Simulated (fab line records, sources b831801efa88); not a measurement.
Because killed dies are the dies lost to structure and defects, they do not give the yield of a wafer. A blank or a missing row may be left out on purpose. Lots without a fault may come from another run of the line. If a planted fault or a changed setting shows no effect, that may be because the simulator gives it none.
Chamber matching	flow sky130	SKY_VIA1_CMP_02 on cmp-01 has 4 sister chambers
The step polishes SiO2. 16 wafers are shown with their chamber, then 8 later ones without.

## WAFERS PAIRED WITH THEIR CHAMBERS
wafer	chamber	motorCurrentA (A)
L670.2	2	12.7
L670.4	1	12.2
L670.5	0	12.6
L672.2	3	12.1
L672.4	0	12.6
L672.5	2	12.1
L676.2	3	12.7
L676.3	2	12.2
L676.6	1	12.1
L678.2	0	13.0
L678.3	1	11.9
L678.4	3	12.9
L679.1	2	12.7
L679.2	0	13.4
L679.5	2	12.7
L682.1	3	12.8

SIGNATURES (averages over the wafers above)
reading	chamber 0	chamber 1	chamber 2	chamber 3	scatter within a chamber
motorCurrentA	12.900	12.067	12.480	12.625	0.322
Rule: for each reading, subtract the chamber's mean from the wafer's reading, divide by that reading's scatter and square the result; add these up over the readings and take the root, which gives the wafer's distance from the chamber. The wafer belongs to the nearest chamber; if the next one is less than 2 further off, it can't be placed. The scatter: the root of (the sum of the squares of (reading less its chamber's mean) over the shown wafers, divided by (wafers less chambers)).

## WAFERS MISSING THEIR CHAMBER
wafer	motorCurrentA (A)
L682.2	12.4
L682.4	12.4
L692.2	13.1
L692.5	12.3
L692.6	12.6
L691.2	12.3
L691.4	12.0
L691.6	12.5

## WHICH CHAMBER EACH ONE RAN IN
wafer	from the rows above	in truth
L682.2	can't be placed: 2 or 3 or 1 or 0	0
L682.4	can't be placed: 2 or 3 or 1 or 0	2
L692.2	can't be placed: 0 or 3 or 2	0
L692.5	can't be placed: 2 or 1 or 3 or 0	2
L692.6	can't be placed: 3 or 2 or 0 or 1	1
L691.2	can't be placed: 2 or 1 or 3 or 0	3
L691.4	can't be placed: 1 or 2 or 3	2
L691.6	can't be placed: 2 or 3 or 0 or 1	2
0 of 8 placed correctly. Can't be placed from these rows: 8 (the true chamber is among the candidates in 8). Placed wrongly: 0.
